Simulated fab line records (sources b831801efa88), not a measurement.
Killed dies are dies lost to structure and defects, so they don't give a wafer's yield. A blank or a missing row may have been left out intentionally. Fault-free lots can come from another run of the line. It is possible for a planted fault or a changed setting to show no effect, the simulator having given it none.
Chamber matching :: flow sky130 :: SKY_FIELD_ISO_CVD_24 on hdpcvd-02: 3 sister chambers
The step deposits SiO2, target thk 595 nm, time 99.2 s. 6 wafers are shown with their chamber, then 8 later ones without.

== WAFERS WITH THEIR CHAMBER ==
wafer: L867.6
chamber: 0
susceptorTempC (C): 650.4

wafer: L869.1
chamber: 2
susceptorTempC (C): 650.4

wafer: L869.2
chamber: 0
susceptorTempC (C): 649.7

wafer: L871.5
chamber: 1
susceptorTempC (C): 649.9

wafer: L871.6
chamber: 2
susceptorTempC (C): 649.2

wafer: L880.3
chamber: 1
susceptorTempC (C): 649.9

== WAFERS MISSING THEIR CHAMBER ==
wafer: L880.5
susceptorTempC (C): 649.6

wafer: L880.6
susceptorTempC (C): 649.6

wafer: L881.2
susceptorTempC (C): 649.9

wafer: L881.3
susceptorTempC (C): 649.7

wafer: L881.6
susceptorTempC (C): 650.1

wafer: L883.1
susceptorTempC (C): 649.6

wafer: L883.5
susceptorTempC (C): 649.9

wafer: L883.6
susceptorTempC (C): 650.0

== EACH ONE'S CHAMBER ==
wafer: L880.5
from the rows above: can't be placed: 2 or 1 or 0
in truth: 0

wafer: L880.6
from the rows above: can't be placed: 2 or 1 or 0
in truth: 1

wafer: L881.2
from the rows above: can't be placed: 1 or 2 or 0
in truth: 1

wafer: L881.3
from the rows above: can't be placed: 2 or 1 or 0
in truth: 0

wafer: L881.6
from the rows above: can't be placed: 0 or 1 or 2
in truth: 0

wafer: L883.1
from the rows above: can't be placed: 2 or 1 or 0
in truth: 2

wafer: L883.5
from the rows above: can't be placed: 1 or 2 or 0
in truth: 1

wafer: L883.6
from the rows above: can't be placed: 0 or 1 or 2
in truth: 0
0 of 8 placed correctly. These rows do not allow placing 8 (true chamber among the candidates in 8). Placed wrongly: 0.
How it was worked out, from the rows above alone: a wafer's distance from a chamber is the root of the sum, over the readings, of the square of ((its reading less the chamber's mean) divided by the reading's scatter). If the next closest chamber is less than 2 further off than the closest, the wafer can't be placed; otherwise it belongs to the closest. For every chamber, the mean is computed from those of its wafers that are shown. The scatter is the square root of a quotient: the sum, over the shown wafers, of each reading's squared deviation from its chamber's mean, divided by wafers minus chambers.
